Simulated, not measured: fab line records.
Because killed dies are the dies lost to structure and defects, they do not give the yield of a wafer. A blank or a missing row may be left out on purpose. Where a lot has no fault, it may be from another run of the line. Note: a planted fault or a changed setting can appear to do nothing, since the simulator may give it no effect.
Which tool was responsible?	flow gf180mcu	Sampling: 6 lots, 18 wafers, 2 of 602 route steps

WHAT EACH GAUGE READ, for each wafer
GF_V3_BOW_MEAS_05.
lot	measured	on	V3_BOW (um)
L507	day 22 11:04	film-metro-03	112 112 113
L509	day 23 04:41	film-metro-01	100 104 113
L512	day 24 09:13	film-metro-01	128 120 125
L515	day 25 12:52	film-metro-03	107 106 122
L519	day 26 18:24	film-metro-03	114 118 119
L525	day 28 12:23	film-metro-02	115 115 119

TOOL THAT RAN EACH LOT (tool first, then ch and the chambers of the sampled wafers, then the start)
lot	GF_M3_STRIP_17
L507	plasma-asher-01 ch 0,1, day 22 09:58
L509	plasma-asher-04 ch 0,1, day 23 03:13
L512	plasma-asher-02 ch 0,1, day 24 08:07
L515	plasma-asher-02 ch 0,1, day 25 11:46
L519	plasma-asher-02 ch 0,1, day 26 17:02
L525	plasma-asher-02 ch 0,1, day 28 11:13
- GF_M3_STRIP_17: strips in O2/N2.

THE ANSWER, worked out from the rows above alone
Rule: the usual values come from the lots themselves. Put in order of their means at a reading, lots are off if they are a third of the lots or fewer, leave a main group of 4 or more, and stand apart from it by a gap of 3 or more times the standard deviation of the main group's means; of several such gaps the widest counts. A main group whose means are all the same, to the digits that the tables above print for the reading, isn't used. Also off: a lot with no number at a reading for which 4 or more lots have one. Any other lot the step has rows for is counted as sound.
Nothing can be told from this: no lot is off at any reading shown.

WHAT WAS PUT IN BY THE SIMULATOR
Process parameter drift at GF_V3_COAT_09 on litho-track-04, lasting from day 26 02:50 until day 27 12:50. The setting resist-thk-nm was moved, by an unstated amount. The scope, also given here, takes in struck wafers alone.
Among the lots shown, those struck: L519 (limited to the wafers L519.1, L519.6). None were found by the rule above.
